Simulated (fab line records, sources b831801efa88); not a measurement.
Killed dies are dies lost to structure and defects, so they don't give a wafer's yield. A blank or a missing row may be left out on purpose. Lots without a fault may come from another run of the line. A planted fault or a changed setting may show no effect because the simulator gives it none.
Chamber matching | flow gf180mcu | GF_POLY_GATE_ETCH_13 on rie_si-01: 4 sister chambers
The step etches poly-Si in HBr/Cl2, stops on SiO2, target depth 198.5 nm, time 69.6 s. 18 wafers are shown with their chamber, then 9 later ones without.

WAFERS WITH THEIR CHAMBER
wafer  | chamber | oes_product_au (a.u.) | throttle_valve_pct (%)
L837.2 | 3       | 0.985                 | 33.684
L837.3 | 2       | 0.983                 | 33.674
L837.6 | 0       | 0.995                 | 33.683
L839.1 | 2       | 0.982                 | 33.695
L839.2 | 1       | 0.978                 | 33.704
L839.4 | 3       | 0.996                 | 33.681
L843.2 | 1       | 0.980                 | 33.675
L843.3 | 2       | 0.976                 | 33.677
L843.4 | 0       | 0.987                 | 33.701
L845.4 | 1       | 0.984                 | 33.670
L845.5 | 1       | 0.994                 | 33.680
L845.6 | 2       | 0.990                 | 33.682
L846.4 | 2       | 0.984                 | 33.698
L846.5 | 3       | 0.988                 | 33.669
L846.6 | 2       | 0.985                 | 33.683
L847.1 | 0       | 0.999                 | 33.709
L847.4 | 2       | 0.985                 | 33.674
L847.5 | 0       | 0.999                 | 33.683

SIGNATURES (means of the wafers above)
reading            | chamber 0 | chamber 1 | chamber 2 | chamber 3 | scatter within a chamber
oes_product_au     | 0.99500   | 0.98400   | 0.98357   | 0.98967   | 0.00547
throttle_valve_pct | 33.69400  | 33.68225  | 33.68329  | 33.67800  | 0.0116
Rule: a wafer's distance from a chamber is the root of the sum, over the readings, of the square of ((its reading less the chamber's mean) divided by the reading's scatter). The wafer belongs to the nearest chamber; if the next one is less than 2 further off, it can't be placed. The scatter: the root of (the sum of the squares of (reading less its chamber's mean) over the shown wafers, divided by (wafers less chambers)).

WAFERS WITHOUT THEIR CHAMBER
wafer  | oes_product_au (a.u.) | throttle_valve_pct (%)
L849.1 | 0.996                 | 33.677
L849.3 | 0.997                 | 33.692
L849.5 | 1.002                 | 33.687
L855.2 | 0.997                 | 33.697
L855.5 | 0.987                 | 33.675
L855.6 | 0.992                 | 33.669
L859.3 | 0.985                 | 33.686
L859.4 | 0.994                 | 33.688
L859.5 | 0.993                 | 33.671

WHICH CHAMBER EACH WENT THROUGH
wafer  | from the rows above               | in truth
L849.1 | can't be placed: 3 or 0 or 1 or 2 | 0
L849.3 | can't be placed: 0 or 3           | 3
L849.5 | can't be placed: 0 or 3 or 1 or 2 | 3
L855.2 | can't be placed: 0 or 3           | 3
L855.5 | can't be placed: 3 or 1 or 2 or 0 | 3
L855.6 | can't be placed: 3 or 1 or 2 or 0 | 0
L859.3 | can't be placed: 2 or 1 or 3 or 0 | 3
L859.4 | can't be placed: 0 or 3 or 1 or 2 | 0
L859.5 | can't be placed: 3 or 1 or 0 or 2 | 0
Placed correctly: 0 of 9. Can't be placed from these rows: 9 (the true chamber is among the candidates in 9). Placed wrongly: 0.
